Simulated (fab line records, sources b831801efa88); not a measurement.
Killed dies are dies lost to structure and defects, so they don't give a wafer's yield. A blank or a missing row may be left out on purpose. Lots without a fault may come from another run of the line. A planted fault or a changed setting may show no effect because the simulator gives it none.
fab line records | flow sky130
record lots=6 wafers=18 last_day=52
route steps=708 shown SD_P@327 RES_XHIGH@332 SD_N@342
lots that met no fault: from a run of the same line without faults
start_h: hours from the record's first day to the start of the lot's first wafer shown | wait_h: hours since the lot's step before | " the same as in the row above | L1.1+2: a row that stands for several wafers | - no value, or no start given | * or withheld: withheld | < > ~ a bound
route shown NAME@n: a module of which the file shows steps, and the number in the route of the first | usual: mean/standard deviation of fault-free wafers | same: alike in all rows | chamber/n: place in a boat | sites: the reading at each site | _std_site: their standard deviation | _edge_site: outer sites' mean less inner sites' | radius_mm: how far each site lies from the wafer's centre | mask NAME#n: copy n | behind: the tool/chamber that last shaped the wafer | hold: why the lot was held/for how many hours/how that ended | device: the transistor (n, p or np) that didn't switch | end of line: the same wafers' tests at the end of the route | a step without rows: its recipe alone | killed: dies lost to structure and defects at the first sort, not the wafer's yield | map: a wafer's dies, x killed, . not, _ none there
set.NAME: the setting as run; set.NAME@STEP: as run at that earlier step | model.NAME: the simulator's own value behind a step, which no gauge read
lots at some steps of the route; a table a step, a row a wafer
services: from which hour (start_h, from the record's first day; less than 0 if before it) a tool's chamber was out of use, for how many hours, and why
## steps
# step SKY_SD_P_CD_MEAS_07
# recipe target_cd_nm=380
# usual cd_nm=379.9/2.8
# columns lot.wafer tool chamber start_h wait_h cd_nm
L456.3 cd_sem-02 - 562.42 0.1 377.6
L456.4 " - " " 379.8
L456.5 " - " " 377.5
L455.2 cd_sem-02 - 563.65 0.1 379.7
L455.3 " - " " 380.6
L455.6 " - " " 378.9
L458.1 cd_sem-01 - 586.01 0.1 381.3
L458.5 " - " " 381.9
L458.6 " - " " 382.3
L461.3 cd_sem-02 - 595.27 0.1 381.8
L461.5 " - " " 382.0
L461.6 " - " " 381.9
L465.3 cd_sem-02 - 625.82 0.1 379.8
L465.4 " - " " 377.4
L465.6 " - " " 379.9
L471.1 cd_sem-02 - 849.24 0.1 373.6
L471.5 " - " " 371.9
L471.6 " - " " 371.7
# step SKY_SD_P_OVL_MEAS_08
# usual SD_P_OVL=-1.1/1.5
# columns lot.wafer tool chamber start_h wait_h SD_P_OVL[nm]
L456.3 overlay-01 - 562.52 0.1 -0.4
L456.4 " - " " -1.2
L456.5 " - " " -0.4
L455.2 overlay-01 - 563.76 0.1 0.3
L455.3 " - " " -0.3
L455.6 " - " " -0.3
L458.1 overlay-02 - 586.13 0.1 0.3
L458.5 " - " " 0.3
L458.6 " - " " 0.4
L461.3 overlay-02 - 595.37 0.1 -1.6
L461.5 " - " " -1.4
L461.6 " - " " -0.6
L465.3 overlay-01 - 625.92 0.1 -1.8
L465.4 " - " " -2.7
L465.6 " - " " -0.4
L471.1 overlay-01 - 849.36 0.1 -1.3
L471.5 " - " " -0.5
L471.6 " - " " -1.1
# step SKY_SD_P_IMPLANT_09
# recipe species=BF2 energy_kev=20 dose_cm2=3e+15 tilt_deg=0
# step SKY_SD_P_STRIP_10
# recipe chemistry=O2/N2 power_w=1400 pressure_mtorr=1500 platen_temp_c=withheld o2_flow_sccm=3000 n2_flow_sccm=300 overash_fraction=0.5
# usual drypump_motor_current_A=5.81/0.26 oes_product_au=0.617/0.0049 strip_time_to_endpoint_s=17.50/0.042
# columns lot.wafer tool chamber start_h wait_h drypump_motor_current_A oes_product_au rf_hours_counter_h strip_time_to_endpoint_s
L456.3 plasma_asher-02 0 562.72 0.1 5.97 0.615 - 17.50
L456.4 " 1 " " 5.95 0.614 - 17.54
L456.5 " 1 " " 5.95 0.614 - 17.51
L455.2 plasma_asher-02 1 563.94 0.1 5.96 0.616 13 17.44
L455.3 " 1 " " 5.98 0.619 - 17.47
L455.6 " 0 " " 5.95 0.607 - 17.39
L458.1 plasma_asher-04 0 586.31 0.1 5.53 0.612 92 17.47
L458.5 " 0 " " 5.55 0.627 - 17.50
L458.6 " 1 " " 5.88 0.618 - 17.48
L461.3 plasma_asher-04 1 595.57 0.1 5.94 0.615 - 17.52
L461.5 " 0 " " 5.57 0.615 - 17.49
L461.6 " 1 " " 5.89 0.617 - 17.51
L465.3 plasma_asher-04 0 626.12 0.1 5.55 0.617 - 17.46
L465.4 " 1 " " 5.89 0.613 - 17.47
L465.6 " 1 " " 5.89 0.615 - 17.46
L471.1 plasma_asher-04 1 849.54 0.1 5.90 0.612 10 17.53
L471.5 " 1 " " 5.89 0.616 - 17.58
L471.6 " 0 " " 5.55 0.619 - 17.54
# step SKY_SD_P_TW_MEAS_11
# usual SD_P_TW=2804/10
# columns lot.wafer tool chamber start_h wait_h SD_P_TW
L456.3 film_metro-04 - 562.81 0.1 2797
L456.4 " - " " 2810
L456.5 " - " " 2805
L455.2 film_metro-04 - 564.05 0.1 2810
L455.3 " - " " 2802
L455.6 " - " " 2815
L458.1 film_metro-02 - 586.41 0.1 2810
L458.5 " - " " 2813
L458.6 " - " " 2799
L461.3 film_metro-02 - 595.66 0.1 2804
L461.5 " - " " 2802
L461.6 " - " " 2817
L465.3 film_metro-04 - 626.21 0.1 2798
L465.4 " - " " 2803
L465.6 " - " " 2799
L471.1 film_metro-04 - 849.64 0.1 2805
L471.5 " - " " 2777
L471.6 " - " " 2802
# step SKY_RES_XHIGH_DEHYDRATE_00
# recipe temp_c=200 time_s=60
# step SKY_RES_XHIGH_HMDS_01
# recipe prime_time_s=60 prime_temp_c=120
# step SKY_RES_XHIGH_COAT_02
# recipe resist=NOVOLAK spin_rpm=3000 resist_thk_nm=1140
# step SKY_RES_XHIGH_SOFTBAKE_03
# recipe temp_c=90 time_s=60 resist=NOVOLAK
# step SKY_RES_XHIGH_EXPOSE_04
# recipe mask_id=URPM na=0.6 source_shape=conventional sigma_outer=0.6 polarization=unpolarized target_cd_nm=1270 dose_mj=140
# step SKY_RES_XHIGH_PEB_05
# recipe temp_c=withheld time_s=* resist=NOVOLAK
# step SKY_RES_XHIGH_DEVELOP_06
# recipe resist=NOVOLAK developer=TMAH develop_time_s=60 dev_temp_c=23
# step SKY_RES_XHIGH_IMPLANT_07
# recipe species=BF2 energy_kev=20 dose_cm2=3.6e+14 tilt_deg=0
# usual beam_energy_keV=19.999/0.0067 beam_on_s=40/3.7
# columns lot.wafer tool chamber start_h wait_h beam_energy_keV beam_on_s
L456.3 implanter-01 - 590.16 0.1 - -
L456.4 " - " " - -
L456.5 " - " " - -
L455.2 implanter-01 - 592.11 0.1 - -
L455.3 " - " " - -
L455.6 " - " " - -
L458.1 implanter-04 0 613.96 0.1 19.990 43
L458.5 " 0 " " 19.999 43
L458.6 " 0 " " 20.009 43
L461.3 implanter-01 0 624.99 0.1 19.993 42
L461.5 " 0 " " 19.998 39
L461.6 " 0 " " 20.001 41
L465.3 implanter-04 0 656.11 0.1 20.004 40
L465.4 " 0 " " 20.001 43
L465.6 " 0 " " 20.008 45
L471.1 implanter-03 0 875.64 0.1 19.996 34
L471.5 " 0 " " 20.004 34
L471.6 " 0 " " 20.006 35
# step SKY_RES_XHIGH_STRIP_08
# recipe chemistry=O2/N2 power_w=1400 pressure_mtorr=1500 platen_temp_c=withheld o2_flow_sccm=3000 n2_flow_sccm=300 overash_fraction=0.5
# usual drypump_motor_current_A=5.91/0.18 oes_product_au=0.710/0.0043 strip_time_to_endpoint_s=14.28/0.038
# columns lot.wafer tool chamber start_h wait_h drypump_motor_current_A oes_product_au rf_hours_counter_h strip_time_to_endpoint_s
L456.3 plasma_asher-04 0 590.29 0.1 5.56 0.715 - 14.22
L456.4 " 1 " " 5.90 0.722 - 14.30
L456.5 " 0 " " 5.57 0.710 - 14.19
L455.2 plasma_asher-02 0 592.24 0.1 5.97 0.719 16 14.14
L455.3 " 1 " " 6.01 0.710 - 14.15
L455.6 " 0 " " 5.97 0.721 - 14.13
L458.1 plasma_asher-04 0 614.11 0.1 5.57 0.710 95 14.28
L458.5 " 0 " " 5.57 0.715 - 14.30
L458.6 " 1 " " 5.88 0.714 - 14.27
L461.3 plasma_asher-04 1 625.12 0.1 5.88 0.711 - 14.25
L461.5 " 1 " " 5.94 0.706 - 14.23
L461.6 " 0 " " 5.55 0.708 - 14.23
L465.3 plasma_asher-03 1 656.24 0.1 6.17 0.708 - 14.27
L465.4 " 0 " " 5.81 0.716 - 14.30
L465.6 " 0 " " 5.80 0.711 - 14.28
L471.1 plasma_asher-03 1 875.79 0.1 6.17 0.712 105 14.27
L471.5 " 1 " " 6.18 0.706 - 14.24
L471.6 " 0 " " 5.83 0.715 - 14.28
# step SKY_RES_XHIGH_TW_MEAS_09
# usual RES_XHIGH_TW=1627/7.6
# columns lot.wafer tool chamber start_h wait_h RES_XHIGH_TW
L456.3 film_metro-02 - 590.79 0.5 30
L456.4 " - " " 30
L456.5 " - " " 30
L455.2 film_metro-04 - 592.38 0.1 30
L455.3 " - " " 30
L455.6 " - " " 30
L458.1 film_metro-02 - 614.21 0.1 1639
L458.5 " - " " 1635
L458.6 " - " " 1628
L461.3 film_metro-01 - 625.21 0.1 1634
L461.5 " - " " 1644
L461.6 " - " " 1628
L465.3 film_metro-04 - 656.33 0.1 1631
L465.4 " - " " 1627
L465.6 " - " " 1628
L471.1 film_metro-01 - 875.89 0.1 1621
L471.5 " - " " 1631
L471.6 " - " " 1631
# step SKY_SD_N_DEHYDRATE_00
# recipe temp_c=200 time_s=60
# step SKY_SD_N_HMDS_01
# recipe prime_time_s=60 prime_temp_c=120
# step SKY_SD_N_COAT_02
# recipe resist=NOVOLAK spin_rpm=3000 resist_thk_nm=1140
# step SKY_SD_N_SOFTBAKE_03
# recipe temp_c=90 time_s=60 resist=NOVOLAK
# step SKY_SD_N_EXPOSE_04
# recipe mask_id=NSDM na=0.6 source_shape=conventional sigma_outer=0.6 polarization=unpolarized target_cd_nm=380 dose_mj=141
# step SKY_SD_N_PEB_05
# recipe temp_c=withheld time_s=* resist=NOVOLAK
# step SKY_SD_N_DEVELOP_06
# recipe resist=NOVOLAK developer=TMAH develop_time_s=60 dev_temp_c=23
# step SKY_SD_N_CD_MEAS_07
# recipe target_cd_nm=380
# usual cd_nm=379.8/2.7
# columns lot.wafer tool chamber start_h wait_h cd_nm
L456.3 cd_sem-02 - 617.87 0.1 380.3
L456.4 " - " " 377.8
L456.5 " - " " 377.3
L455.2 cd_sem-01 - 620.35 0.1 381.4
L455.3 " - " " 383.3
L455.6 " - " " 380.0
L458.1 cd_sem-02 - 641.86 0.1 382.5
L458.5 " - " " 382.3
L458.6 " - " " 384.1
L461.3 cd_sem-01 - 654.68 0.1 378.0
L461.5 " - " " 375.9
L461.6 " - " " 376.2
L465.3 cd_sem-01 - 684.52 0.1 378.3
L465.4 " - " " 379.9
L465.6 " - " " 377.9
L471.1 cd_sem-01 - 902.44 0.1 382.4
L471.5 " - " " 381.1
L471.6 " - " " 381.3
# step SKY_SD_N_OVL_MEAS_08
# usual SD_N_OVL=-1.7/1.4
# columns lot.wafer tool chamber start_h wait_h SD_N_OVL[nm]
L456.3 overlay-02 - 617.97 0.1 0.0
L456.4 " - " " -0.8
L456.5 " - " " -1.7
L455.2 overlay-02 - 620.46 0.1 -4.6
L455.3 " - " " -5.0
L455.6 " - " " -3.3
L458.1 overlay-01 - 641.98 0.1 -2.3
L458.5 " - " " -0.9
L458.6 " - " " -0.8
L461.3 overlay-01 - 654.77 0.1 -2.7
L461.5 " - " " -4.1
L461.6 " - " " -2.1
L465.3 overlay-02 - 684.62 0.1 -3.7
L465.4 " - " " -3.4
L465.6 " - " " -1.9
L471.1 overlay-02 - 902.56 0.1 -0.3
L471.5 " - " " -0.4
L471.6 " - " " -1.4
# step SKY_SD_N_IMPLANT_09
# recipe species=As energy_kev=50 dose_cm2=4e+15 tilt_deg=0
# step SKY_SD_N_IMPLANT_10
# recipe species=P energy_kev=20 dose_cm2=1e+14 tilt_deg=0
# step SKY_SD_N_STRIP_11
# recipe chemistry=O2/N2 power_w=1400 pressure_mtorr=1500 platen_temp_c=withheld o2_flow_sccm=3000 n2_flow_sccm=300 overash_fraction=0.5
# usual drypump_motor_current_A=5.83/0.29 oes_product_au=0.527/0.0045 strip_time_to_endpoint_s=22.55/0.043
# columns lot.wafer tool chamber start_h wait_h drypump_motor_current_A oes_product_au rf_hours_counter_h strip_time_to_endpoint_s
L456.3 plasma_asher-04 0 618.32 0.1 5.55 0.527 - 22.55
L456.4 " 1 " " 5.86 0.518 - 22.52
L456.5 " 0 " " 5.56 0.527 - 22.55
L455.2 plasma_asher-03 0 620.79 0.1 5.82 0.530 79 22.53
L455.3 " 1 " " 6.17 0.528 - 22.50
L455.6 " 0 " " 5.82 0.526 - 22.59
L458.1 plasma_asher-03 1 642.31 0.1 6.16 0.529 81 22.59
L458.5 " 0 " " 5.83 0.529 - 22.51
L458.6 " 1 " " 6.16 0.524 - 22.55
L461.3 plasma_asher-03 1 655.13 0.1 6.15 0.533 - 22.48
L461.5 " 1 " " 6.15 0.522 - 22.47
L461.6 " 0 " " 5.83 0.524 - 22.48
L465.3 plasma_asher-03 0 684.97 0.1 5.82 0.527 - 22.60
L465.4 " 1 " " 6.15 0.519 - 22.57
L465.6 " 0 " " 5.82 0.531 - 22.57
L471.1 plasma_asher-01 0 902.94 0.2 5.25 0.530 72 22.53
L471.5 " 1 " " 5.98 0.521 - 22.54
L471.6 " 0 " " 5.24 0.536 - 22.54
# step SKY_SD_N_TW_MEAS_12
# usual SD_N_TW=3946/20
# columns lot.wafer tool chamber start_h wait_h SD_N_TW
L456.3 film_metro-02 - 618.41 0.1 3974
L456.4 " - " " 3957
L456.5 " - " " 3954
L455.2 film_metro-01 - 620.90 0.1 3903
L455.3 " - " " 3911
L455.6 " - " " 3933
L458.1 film_metro-02 - 642.41 0.1 3943
L458.5 " - " " 3961
L458.6 " - " " 3938
L461.3 film_metro-02 - 655.21 0.1 3932
L461.5 " - " " 3896
L461.6 " - " " 3925
L465.3 film_metro-04 - 685.06 0.1 3951
L465.4 " - " " 3923
L465.6 " - " " 3924
L471.1 film_metro-02 - 903.04 0.1 3952
L471.5 " - " " 3965
L471.6 " - " " 3947
# step SKY_SD_N_CLEAN_13
# recipe chemistry=SC1/SC2 mix=1:4:20 temp_c=70 time_s=150 dry=n2_spin
# step SKY_SD_N_RTA_14
# recipe temp_c=1075 time_s=2 idle_temp_c=650 ramp_up_c_per_s=150 ramp_down_c_per_s=90 ambient=N2
# usual lamp_power_pct=15.72/0.049 wafer_temp_C_max=1078.1/1.2
# columns lot.wafer tool chamber start_h wait_h lamp_power_pct wafer_temp_C_max
L456.3 rtp_anneal-01 0 618.53 0.0 15.76 1079.3
L456.4 " 0 " " 15.75 1077.1
L456.5 " 0 " " 15.72 1079.7
L455.2 rtp_anneal-02 0 621.02 0.0 15.70 1080.4
L455.3 " 0 " " 15.71 1079.2
L455.6 " 0 " " 15.73 1078.2
L458.1 rtp_anneal-02 0 642.52 0.0 15.64 1079.4
L458.5 " 0 " " 15.78 1076.9
L458.6 " 0 " " 15.76 1077.0
L461.3 rtp_anneal-01 0 655.32 0.0 15.80 1077.0
L461.5 " 0 " " 15.67 1079.9
L461.6 " 0 " " 15.64 1078.2
L465.3 rtp_anneal-01 0 685.17 0.0 15.62 1080.2
L465.4 " 0 " " 15.77 1077.2
L465.6 " 0 " " 15.63 1077.9
L471.1 rtp_anneal-02 0 903.15 0.0 15.68 1078.2
L471.5 " 0 " " 15.68 1079.3
L471.6 " 0 " " 15.83 1077.4
# step SKY_SD_N_RS_MEAS_16
# recipe thk_meas_gauge=four-point-probe
# usual SD_N_RS=68.43/0.11
# columns lot.wafer tool chamber start_h wait_h SD_N_RS[ohm/sq]
L456.3 film_metro-04 - 618.72 0.1 68.47
L456.4 " - " " 68.32
L456.5 " - " " 68.42
L455.2 film_metro-01 - 621.20 0.1 68.42
L455.3 " - " " 68.28
L455.6 " - " " 68.31
L458.1 film_metro-04 - 642.70 0.1 68.33
L458.5 " - " " 68.37
L458.6 " - " " 68.43
L461.3 film_metro-04 - 655.52 0.1 68.36
L461.5 " - " " 68.25
L461.6 " - " " 68.53
L465.3 film_metro-02 - 685.36 0.1 68.57
L465.4 " - " " 68.55
L465.6 " - " " 68.57
L471.1 film_metro-04 - 903.33 0.1 68.46
L471.5 " - " " 68.33
L471.6 " - " " 68.36
# step SKY_SD_N_RS_MEAS_17
# recipe thk_meas_gauge=four-point-probe
# usual SD_P_RS=146.8/0.38
# columns lot.wafer tool chamber start_h wait_h SD_P_RS[ohm/sq]
L456.3 film_metro-04 - 618.84 0.1 147.2
L456.4 " - " " 146.1
L456.5 " - " " 146.9
L455.2 film_metro-01 - 621.32 0.1 147.1
L455.3 " - " " 146.8
L455.6 " - " " 146.5
L458.1 film_metro-04 - 642.82 0.1 146.8
L458.5 " - " " 146.6
L458.6 " - " " 146.9
L461.3 film_metro-04 - 655.64 0.1 147.0
L461.5 " - " " 146.7
L461.6 " - " " 147.1
L465.3 film_metro-02 - 685.48 0.1 147.0
L465.4 " - " " 147.0
L465.6 " - " " 147.0
L471.1 film_metro-04 - 903.45 0.1 146.7
L471.5 " - " " 146.9
L471.6 " - " " 146.8
# step SKY_SD_N_RS_MEAS_18
# recipe thk_meas_gauge=four-point-probe
# usual RES_XHIGH_RS=332.6/1.2
# columns lot.wafer tool chamber start_h wait_h RES_XHIGH_RS[ohm/sq]
L456.3 film_metro-04 - 618.96 0.1 132.7
L456.4 " - " " 132.7
L456.5 " - " " 132.4
L455.2 film_metro-01 - 621.44 0.1 132.6
L455.3 " - " " 132.7
L455.6 " - " " 132.6
L458.1 film_metro-04 - 642.94 0.1 331.0
L458.5 " - " " 331.0
L458.6 " - " " 331.3
L461.3 film_metro-04 - 655.76 0.1 332.4
L461.5 " - " " 331.8
L461.6 " - " " 333.6
L465.3 film_metro-02 - 685.60 0.1 333.9
L465.4 " - " " 332.5
L465.6 " - " " 333.6
L471.1 film_metro-04 - 903.57 0.1 333.5
L471.5 " - " " 334.5
L471.6 " - " " 332.9
## services
# columns tool chamber start_h hours kind
plasma_asher-02 - 540.70 2.6 repair
plasma_asher-01 - 570.89 39.0 repair
plasma_asher-03 - 597.09 0.7 repair
plasma_asher-01 - 617.08 28.1 pm
implanter-01 - 646.64 8.4 repair
implanter-04 - 649.44 1.9 repair
plasma_asher-03 - 681.86 2.8 pm
rtp_anneal-02 - 688.60 2.9 pm
rtp_anneal-02 - 695.98 6.2 pm
plasma_asher-02 - 730.37 2.8 pm
rtp_anneal-01 - 733.44 3.3 pm
plasma_asher-04 - 733.75 9.0 pm
plasma_asher-04 0 733.75 9.0 vent_cycle
plasma_asher-04 1 733.75 9.0 vent_cycle
implanter-01 - 734.08 1.0 repair
implanter-03 - 755.63 9.5 pm
implanter-01 - 773.88 5.2 pm
implanter-04 - 793.00 2.6 repair
rtp_anneal-01 - 837.52 48.3 pm
implanter-04 - 862.48 4.5 pm
plasma_asher-01 - 870.36 0.9 repair
implanter-01 - 875.47 2.4 repair
implanter-01 - 879.68 2.6 repair
plasma_asher-04 - 892.34 11.9 repair
## key
first_sign step=SKY_RES_XHIGH_IMPLANT_07 reading=tool_record direction=missing
effect step=SKY_RES_XHIGH_TW_MEAS_09 reading=RES_XHIGH_TW direction=down sigmas=99+ usual=1627 struck=30
effect step=SKY_SD_N_RS_MEAS_18 reading=RES_XHIGH_RS direction=down sigmas=99+ usual=332.6 struck=132.6
met_at SKY_RES_XHIGH_IMPLANT_07
struck_wafers L455.2,L455.3,L455.6,L456.3,L456.4,L456.5
later_rows_left_out L455.2,L455.3,L455.6,L456.3,L456.4,L456.5
sort_left_out L455.2,L455.3,L455.6,L456.3,L456.4,L456.5
tester_left_out L455,L456
fault kind=skipped_step_whole tool=implanter-01 chamber=- onset_h=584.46 steps=SKY_RES_XHIGH_IMPLANT_07 scope=struck_lots_only
# tester_left_out: of these lots the tester's yield and bins aren't shown, on N5 and GAA mostly nor the transistor test; their killed dies are dies lost to structure and defects alone, not to doping, threshold or leakage, so they don't give the yield
# sort_left_out: the simulated sort isn't trusted on such a fault, so these wafers' sort isn't shown, and their yield isn't known
# later_rows_left_out: the simulator's readings of these wafers behind a module that went badly wrong aren't trusted and aren't shown, but for the sort
